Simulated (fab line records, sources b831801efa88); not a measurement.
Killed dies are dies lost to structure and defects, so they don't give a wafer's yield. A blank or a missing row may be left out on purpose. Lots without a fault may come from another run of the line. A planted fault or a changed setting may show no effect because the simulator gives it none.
Chamber matching | flow gf180mcu | GF_V1_ETCH_16 on rie_diel-04: 4 sister chambers
The step etches BARC in N2/H2. 14 wafers are shown with their chamber, then 7 later ones without.

WAFERS WITH THEIR CHAMBER
wafer  | chamber | throttle_valve_pct (%) | oes_product_au (a.u.) | n2_flow_sccm (sccm)
L499.3 | 3       | 13.213                 | 0.853                 | 100.0
L499.5 | 1       | 13.227                 | 0.845                 | 99.8
L499.6 | 0       | 13.207                 | 0.854                 | 99.4
L502.1 | 0       | 13.229                 | 0.844                 | 99.7
L502.4 | 2       | 13.235                 | 0.853                 | 99.9
L502.6 | 0       | 13.215                 | 0.858                 | 100.0
L503.1 | 3       | 13.210                 | 0.851                 | 99.8
L503.4 | 0       | 13.229                 | 0.849                 | 99.6
L503.5 | 1       | 13.224                 | 0.846                 | 100.1
L504.2 | 3       | 13.206                 | 0.856                 | 99.7
L504.3 | 2       | 13.234                 | 0.843                 | 100.2
L504.6 | 0       | 13.234                 | 0.859                 | 99.9
L507.1 | 0       | 13.222                 | 0.850                 | 99.9
L507.4 | 1       | 13.228                 | 0.850                 | 99.8

SIGNATURES (means of the wafers above)
reading            | chamber 0 | chamber 1 | chamber 2 | chamber 3 | scatter within a chamber
throttle_valve_pct | 13.22267  | 13.22633  | 13.23450  | 13.20967  | 0.0074
oes_product_au     | 0.85233   | 0.84700   | 0.84800   | 0.85333   | 0.00492
n2_flow_sccm       | 99.750    | 99.900    | 100.050   | 99.833    | 0.202
Rule: a wafer's distance from a chamber is the root of the sum, over the readings, of the square of ((its reading less the chamber's mean) divided by the reading's scatter). The wafer belongs to the nearest chamber; if the next one is less than 2 further off, it can't be placed. The scatter: the root of (the sum of the squares of (reading less its chamber's mean) over the shown wafers, divided by (wafers less chambers)).

WAFERS WITHOUT THEIR CHAMBER
wafer  | throttle_valve_pct (%) | oes_product_au (a.u.) | n2_flow_sccm (sccm)
L507.6 | 13.223                 | 0.851                 | 100.0
L512.1 | 13.214                 | 0.853                 | 100.1
L512.4 | 13.226                 | 0.852                 | 100.7
L512.5 | 13.223                 | 0.851                 | 100.0
L513.2 | 13.232                 | 0.859                 | 100.2
L513.3 | 13.225                 | 0.851                 | 99.7
L513.5 | 13.214                 | 0.865                 | 100.1

WHICH CHAMBER EACH WENT THROUGH
wafer  | from the rows above               | in truth
L507.6 | can't be placed: 1 or 0 or 2 or 3 | 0
L512.1 | can't be placed: 3 or 0 or 1 or 2 | 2
L512.4 | can't be placed: 2 or 1 or 0 or 3 | 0
L512.5 | can't be placed: 1 or 0 or 2 or 3 | 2
L513.2 | can't be placed: 2 or 0 or 1 or 3 | 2
L513.3 | can't be placed: 0 or 1 or 3 or 2 | 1
L513.5 | can't be placed: 3 or 0 or 1 or 2 | 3
Placed correctly: 0 of 7. Can't be placed from these rows: 7 (the true chamber is among the candidates in 7). Placed wrongly: 0.
